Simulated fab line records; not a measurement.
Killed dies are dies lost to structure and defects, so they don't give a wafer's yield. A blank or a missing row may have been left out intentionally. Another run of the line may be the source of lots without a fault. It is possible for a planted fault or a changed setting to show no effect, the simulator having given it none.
Which tool was responsible?	flow gf180mcu	Sampling: 12 lots, 36 wafers, 4 of 602 route steps

## WHAT THE GAUGES READ, wafer by wafer
GF_TOP_METAL_OVL_MEAS_15.
lot	measured	on	TOP_METAL_OVL (nm)
L420	day 27 09:34	overlay-02	-0.7 0.5 -1.5
L421	day 27 10:36	overlay-02	-0.8 1.0 -0.6
L422	day 28 05:25	overlay-02	-0.3 -1.2 0.5
L423	day 28 06:58	overlay-01	-0.5 0.3 -0.1
L424	day 28 12:46	overlay-01	-0.6 -1.6 -1.1
L425	day 28 21:19	overlay-01	1.2 -2.2 1.4
L426	day 31 00:04	overlay-01	0.9 -0.7 -1.4
L427	day 31 03:01	overlay-01	4.6 3.1 1.4
L428	day 31 03:19	overlay-01	2.5 0.5 0.9
L431	day 31 07:51	overlay-02	0.2 0.6 -0.9
L434	day 32 12:15	overlay-01	0.1 0.4 0.1
L436	day 32 17:24	overlay-01	1.4 1.8 0.9

## WHAT TOOL EACH LOT RAN ON (gives the tool, then ch and the chambers of the sampled wafers, and finally the start)
lot	GF_CONTACT_CMP_27	GF_M5_STRIP_11	GF_V5_ETCH_16
L420	cmp-02 ch 1,2,3, day 15 07:42	plasmaAsher-01 ch 0,1, day 25 13:38	rieDiel-03 ch 0,2,3, day 26 11:47
L421	cmp-01 ch 1,2,3, day 15 13:22	plasmaAsher-04 ch 0,1, day 25 16:19	rieDiel-03 ch 0,2,3, day 26 13:11
L422	cmp-02 ch 0,1,2, day 16 07:35	plasmaAsher-02 ch 1, day 26 11:22	rieDiel-04 ch 1,3, day 27 08:29
L423	cmp-01 ch 0,1, day 16 09:27	plasmaAsher-02 ch 0,1, day 26 12:13	rieDiel-02 ch 0,1, day 27 09:35
L424	cmp-01 ch 0,1,3, day 16 15:50	plasmaAsher-01 ch 0,1, day 26 18:31	rieDiel-03 ch 0,2, day 27 16:09
L425	cmp-02 ch 2,3, day 17 00:33	plasmaAsher-04 ch 0,1, day 27 03:05	rieDiel-04 ch 0,2,3, day 28 00:48
L426	cmp-02 ch 0,1,3, day 19 19:57	plasmaAsher-04 ch 0,1, day 29 08:34	rieDiel-02 ch 2,3, day 30 04:16
L427	cmp-02 ch 0,1,2, day 19 23:35	plasmaAsher-01 ch 0,1, day 29 11:16	rieDiel-04 ch 0,2,3, day 30 07:34
L428	cmp-02 ch 2,3, day 20 02:33	plasmaAsher-01 ch 0,1, day 29 12:01	rieDiel-03 ch 0,1,2, day 30 08:16
L431	cmp-01 ch 0,1, day 20 08:53	plasmaAsher-04 ch 0,1, day 29 17:19	rieDiel-04 ch 2,3, day 30 12:34
L434	cmp-02 ch 0,1,2, day 21 22:08	plasmaAsher-01 ch 0,1, day 30 22:46	rieDiel-04 ch 0,1,2, day 31 17:25
L436	cmp-02 ch 0,2,3, day 22 06:38	plasmaAsher-04 ch 0,1, day 31 04:16	rieDiel-02 ch 0,1, day 31 23:37
- GF_CONTACT_CMP_27: polishes, stops on SiO2, t overpolish 15 s, target thk 0 nm.
- GF_M5_STRIP_11: strips in O2/N2.
- GF_V5_ETCH_16: etches BARC in N2/H2.

## AS READ BY THE TOOLS THEMSELVES (means over the sampled wafers that have a number; for cases with no such wafer, the mark the record gives instead)
GF_CONTACT_CMP_27.
lot	tool	edgeZonePressureFrac	motorCurrentA (A)	overpolishRunS (s)	timeToEndpointS (s)
L420	cmp-02	1.002	10.9	14.991	75
L421	cmp-01	1.000	10.8	15.005	73
L422	cmp-02	1.001	11.5	15.000	72
L423	cmp-01	1.001	11.9	15.003	71
L424	cmp-01	1.003	11.5	14.995	70
L425	cmp-02	0.998	10.7	15.003	72
L426	cmp-02	0.998	11.9	15.002	67
L427	cmp-02	1.000	11.3	15.004	66
L428	cmp-02	1.006	10.4	15.003	66
L431	cmp-01	0.994	11.4	14.998	72
L434	cmp-02	0.999	11.7	14.991	76
L436	cmp-02	1.006	11.3	14.999	71

GF_M5_STRIP_11.
lot	tool	drypumpMotorCurrentA (A)	heaterPowerW (W)	n2FlowSccm (sccm)	o2FlowSccm (sccm)	oesProductAu (a.u.)	stripTimeToEndpointS (s)
L420	plasmaAsher-01	5.8	312	299.3	2992	0.540	7.52
L421	plasmaAsher-04	5.4	341	299.4	2999	0.545	7.49
L422	plasmaAsher-02	6.1	335	300.0	2994	0.537	7.45
L423	plasmaAsher-02	5.9	313	300.6	3006	0.546	7.54
L424	plasmaAsher-01	5.6	326	300.2	3006	0.544	7.45
L425	plasmaAsher-04	5.5	324	299.5	3010	0.542	7.38
L426	plasmaAsher-04	5.5	320	299.9	3009	0.540	7.53
L427	plasmaAsher-01	5.6	329	300.4	3004	0.546	7.54
L428	plasmaAsher-01	5.8	312	300.2	3010	0.543	7.50
L431	plasmaAsher-04	5.5	321	300.0	3005	0.540	7.49
L434	plasmaAsher-01	5.6	325	300.7	2999	0.542	7.52
L436	plasmaAsher-04	5.4	347	299.6	3012	0.544	7.59

GF_V5_ETCH_16.
lot	tool	drypumpMotorCurrentA (A)	n2FlowSccm (sccm)	oesProductAu (a.u.)	throttleValvePct (%)
L420	rieDiel-03	5.8	100.1	0.854	13.229
L421	rieDiel-03	5.8	99.9	0.857	13.230
L422	rieDiel-04	5.9	99.9	0.853	13.226
L423	rieDiel-02	5.8	100.3	0.856	13.215
L424	rieDiel-03	5.9	99.8	0.855	13.221
L425	rieDiel-04	5.8	100.0	0.859	13.227
L426	rieDiel-02	5.7	100.0	0.854	13.223
L427	rieDiel-04	5.8	100.1	0.855	13.218
L428	rieDiel-03	5.9	99.6	0.854	13.215
L431	rieDiel-04	5.9	100.2	0.855	13.232
L434	rieDiel-04	5.7	99.9	0.854	13.223
L436	rieDiel-02	5.8	100.1	0.853	13.234

## THE ANSWER, worked out from the rows above alone
Rule: usual is defined by the lots themselves. The widest of any qualifying gaps counts: lots, ordered by their means at a reading, are off when they make up no more than a third of the lots, leave a main group of 4 or more, and stand apart from it by 3 or more times the standard deviation of that group's means. Not used: any main group whose means are identical at the precision the tables above print for the reading. Also off: a lot with no number at a reading for which 4 or more lots have one. Where the step has rows for the other lots, those lots are counted as sound. After the gauges, taken in route order, come the tools' own readings; for these a lot's mean is taken, as printed above. The first step at which some lot is off is used, and at that step the reading that is off furthest; a lot without a number counts as furthest.
No lot is off on any of the readings shown, so nothing can be concluded from this.

## WHAT THE SIMULATOR HAD PUT IN
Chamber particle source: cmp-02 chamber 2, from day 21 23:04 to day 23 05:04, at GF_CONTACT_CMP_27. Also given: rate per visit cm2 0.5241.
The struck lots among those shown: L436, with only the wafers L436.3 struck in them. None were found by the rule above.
